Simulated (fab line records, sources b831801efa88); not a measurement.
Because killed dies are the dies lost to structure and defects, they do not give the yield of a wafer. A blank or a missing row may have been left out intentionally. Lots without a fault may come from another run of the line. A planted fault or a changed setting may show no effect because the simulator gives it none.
Which tool was responsible? :: flow gf180mcu :: 6 lots with 17 wafers sampled at 2 steps, on a route of 602 steps

== WHAT THE GAUGES SHOWED, per wafer ==
GF_VT_IMPLANT_TW_MEAS_21.
lot: L607
measured: day 6 17:36
on: filmMetro-01
VT_IMPLANT_2_TW: 1230 1233 1235

lot: L609
measured: day 7 09:43
on: filmMetro-04
VT_IMPLANT_2_TW: 1207 1205 1213

lot: L611
measured: day 7 20:34
on: filmMetro-01
VT_IMPLANT_2_TW: 1242 1233 1237

lot: L613
measured: day 8 09:02
on: filmMetro-03
VT_IMPLANT_2_TW: 1205 1204 1208

lot: L621
measured: day 10 12:45
on: filmMetro-01
VT_IMPLANT_2_TW: 1172 1246

lot: L625
measured: day 11 12:06
on: filmMetro-01
VT_IMPLANT_2_TW: 1240 1243 1246

== EACH LOT AND THE TOOL THAT RAN IT (in order: tool; ch and the chambers of the sampled wafers; start) ==
lot: L607
GF_VT_IMPLANT_IMPLANT_19: implanter-01 ch 0, day 6 17:21

lot: L609
GF_VT_IMPLANT_IMPLANT_19: implanter-03 ch 0, day 7 09:29

lot: L611
GF_VT_IMPLANT_IMPLANT_19: implanter-03 ch 0, day 7 20:20

lot: L613
GF_VT_IMPLANT_IMPLANT_19: implanter-03 ch 0, day 8 08:47

lot: L621
GF_VT_IMPLANT_IMPLANT_19: implanter-03 ch 0, day 10 12:31

lot: L625
GF_VT_IMPLANT_IMPLANT_19: implanter-02 ch 0, day 11 11:52
- GF_VT_IMPLANT_IMPLANT_19

== THE ANSWER, worked out from the rows above alone ==
Rule: the lots themselves supply what counts as usual. Put in order of their means at a reading, lots are off if they are a third of the lots or fewer, leave a main group of 4 or more, and stand apart from it by a gap of 3 or more times the standard deviation of the main group's means; of several such gaps the widest counts. A main group whose means are all the same, to the digits that the tables above print for the reading, isn't used. A lot without any number at a reading at which 4 lots or more have one is off too. The other lots that the step has rows for count as sound.
No lot is off at any reading shown: from this, nothing can be told.

== WHAT WAS PUT IN BY THE SIMULATOR ==
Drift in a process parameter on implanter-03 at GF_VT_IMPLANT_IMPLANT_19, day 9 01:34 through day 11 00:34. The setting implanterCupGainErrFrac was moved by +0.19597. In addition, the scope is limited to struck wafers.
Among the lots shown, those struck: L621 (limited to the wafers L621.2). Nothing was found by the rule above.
